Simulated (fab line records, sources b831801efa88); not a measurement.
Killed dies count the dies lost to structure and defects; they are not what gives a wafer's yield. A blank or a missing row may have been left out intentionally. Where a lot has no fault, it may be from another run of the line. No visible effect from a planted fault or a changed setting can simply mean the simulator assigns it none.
Which tool did it? + flow gf180mcu + 11 lots with 33 wafers sampled at 2 steps, on a route of 602 steps

WHAT EACH GAUGE READ, for each wafer
GF_M3_CD_MEAS_14: target cd 280 nm.
| lot  | measured     | on        | cd nm (nm)        |
|------|--------------|-----------|-------------------|
| L570 | day 22 03:26 | cd sem-02 | 279.4 278.5 277.4 |
| L571 | day 22 10:27 | cd sem-02 | 281.3 280.3 281.6 |
| L574 | day 23 11:59 | cd sem-02 | 279.3 279.8 279.3 |
| L575 | day 24 00:10 | cd sem-01 | 280.6 281.0 280.3 |
| L577 | day 24 20:29 | cd sem-02 | 280.0 280.4 280.6 |
| L578 | day 25 01:24 | cd sem-02 | 278.1 279.9 278.7 |
| L581 | day 26 00:32 | cd sem-02 | 282.7 281.5 280.5 |
| L582 | day 26 03:48 | cd sem-02 | 279.8 277.9 279.4 |
| L584 | day 26 19:32 | cd sem-01 | 281.3 281.2 281.0 |
| L588 | day 27 21:29 | cd sem-02 | 279.6 278.5 279.7 |
| L589 | day 28 09:29 | cd sem-01 | 280.7 280.8 280.9 |

WHAT TOOL EACH LOT RAN ON (gives the tool, then ch and the chambers of the sampled wafers, and finally the start)
| lot  | GF_M1_SPUTTER_04             |
|------|------------------------------|
| L570 | pvd sputter-03, day 16 22:10 |
| L571 | pvd sputter-04, day 17 05:14 |
| L574 | pvd sputter-01, day 18 07:08 |
| L575 | pvd sputter-03, day 18 22:17 |
| L577 | pvd sputter-04, day 19 17:58 |
| L578 | pvd sputter-04, day 19 23:34 |
| L581 | pvd sputter-01, day 21 01:55 |
| L582 | pvd sputter-01, day 21 05:20 |
| L584 | pvd sputter-01, day 21 21:58 |
| L588 | pvd sputter-03, day 23 06:05 |
| L589 | pvd sputter-01, day 23 19:25 |
- GF_M1_SPUTTER_04: material TiN, target thk 50 nm, time 41.7 s.

THE ANSWER, worked out from the rows above alone
Rule: the usual values come from the lots themselves. Put in order of their means at a reading, lots are off if they are a third of the lots or fewer, leave a main group of 4 or more, and stand apart from it by a gap of 3 or more times the standard deviation of the main group's means; of several such gaps the widest counts. The tables above print the reading to a certain number of digits; a main group whose means all agree to those digits is not used. Also off: a lot with no number at a reading for which 4 or more lots have one. The other lots that the step has rows for count as sound.
No lot is off at any reading shown: from this, nothing can be told.

WHAT THE SIMULATOR PUT IN
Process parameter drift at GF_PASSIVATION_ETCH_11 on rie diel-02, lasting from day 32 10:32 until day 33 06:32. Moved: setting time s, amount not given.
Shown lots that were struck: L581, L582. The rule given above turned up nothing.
